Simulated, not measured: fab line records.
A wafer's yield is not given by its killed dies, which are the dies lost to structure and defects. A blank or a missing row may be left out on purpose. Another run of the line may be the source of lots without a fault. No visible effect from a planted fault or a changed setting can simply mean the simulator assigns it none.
Chamber matching | flow sky130 | SKY_VIA2_ETCH_14 on rieDiel-03 has 4 sister chambers
The step etches BARC in N2/H2, stops on SiO2, time 45.9 s, target depth 60 nm. 22 wafers are shown with their chamber, then 11 later ones without.

== WAFERS WITH THEIR CHAMBER ==
wafer  | chamber | rfFwdPowerW (W) | oesProductAu (a.u.) | throttleValvePct (%)
L075.4 | 0       | 495.3           | 0.865               | 13.222
L075.5 | 2       | 492.1           | 0.850               | 13.217
L075.6 | 3       | 494.6           | 0.859               | 13.229
L076.1 | 0       | 494.8           | 0.856               | 13.221
L076.2 | 3       | 494.9           | 0.868               | 13.222
L076.4 | 1       | 497.3           | 0.847               | 13.232
L081.4 | 3       | 496.1           | 0.846               | 13.214
L081.5 | 0       | 495.9           | 0.857               | 13.230
L081.6 | 1       | 495.5           | 0.848               | 13.224
L082.4 | 3       | 494.5           | 0.855               | 13.219
L082.5 | 3       | 496.9           | 0.859               | 13.218
L082.6 | 0       | 492.8           | 0.853               | 13.222
L088.2 | 0       | 494.8           | 0.854               | 13.250
L088.4 | 2       | 491.9           | 0.856               | 13.236
L088.6 | 3       | 495.9           | 0.848               | 13.217
L090.1 | 0       | 495.6           | 0.855               | 13.221
L090.5 | 3       | 494.1           | 0.855               | 13.238
L090.6 | 0       | 493.6           | 0.854               | 13.217
L091.1 | 3       | 496.8           | 0.863               | 13.229
L091.4 | 2       | 495.9           | 0.846               | 13.216
L091.5 | 0       | 493.1           | 0.846               | 13.220
L092.1 | 3       | 495.8           | 0.860               | 13.228

SIGNATURES, as means of the wafers listed above
reading          | chamber 0 | chamber 1 | chamber 2 | chamber 3 | scatter within a chamber
rfFwdPowerW      | 494.488   | 496.400   | 493.300   | 495.511   | 1.29
oesProductAu     | 0.85500   | 0.84750   | 0.85067   | 0.85700   | 0.0059
throttleValvePct | 13.22537  | 13.22800  | 13.22300  | 13.22378  | 0.00928
Rule: for each reading, subtract the chamber's mean from the wafer's reading, divide by that reading's scatter and square the result; add these up over the readings and take the root, which gives the wafer's distance from the chamber. The wafer belongs to the nearest chamber; if the next one is less than 2 further off, it can't be placed. The scatter: take each reading less its chamber's mean, square it, sum over the shown wafers, divide by the number of wafers less the number of chambers, and take the root.

== WAFERS WITH NO CHAMBER GIVEN ==
wafer  | rfFwdPowerW (W) | oesProductAu (a.u.) | throttleValvePct (%)
L092.4 | 492.3           | 0.858               | 13.231
L092.5 | 498.8           | 0.851               | 13.235
L094.1 | 491.6           | 0.851               | 13.227
L094.3 | 495.5           | 0.858               | 13.223
L094.4 | 496.6           | 0.865               | 13.219
L095.1 | 497.5           | 0.852               | 13.234
L095.3 | 495.6           | 0.848               | 13.237
L095.6 | 496.4           | 0.856               | 13.219
L096.1 | 494.9           | 0.861               | 13.212
L096.2 | 498.6           | 0.852               | 13.214
L096.3 | 495.6           | 0.856               | 13.222

== THE CHAMBER EACH PASSED THROUGH ==
wafer  | from the rows above               | in truth
L092.4 | can't be placed: 2 or 0 or 3 or 1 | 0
L092.5 | can't be placed: 1 or 3 or 0      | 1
L094.1 | can't be placed: 2 or 0 or 3      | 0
L094.3 | can't be placed: 3 or 0 or 1 or 2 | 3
L094.4 | can't be placed: 3 or 0 or 1 or 2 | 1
L095.1 | can't be placed: 1 or 3 or 0      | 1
L095.3 | can't be placed: 1 or 0 or 3 or 2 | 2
L095.6 | can't be placed: 3 or 0 or 1 or 2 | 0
L096.1 | can't be placed: 3 or 0 or 2 or 1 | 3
L096.2 | can't be placed: 1 or 3 or 0 or 2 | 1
L096.3 | can't be placed: 3 or 0 or 1 or 2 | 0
Correct placement for 0 of the 11. Can't be placed from these rows: 11 (the true chamber is among the candidates in 11). Wrongly placed: 0.
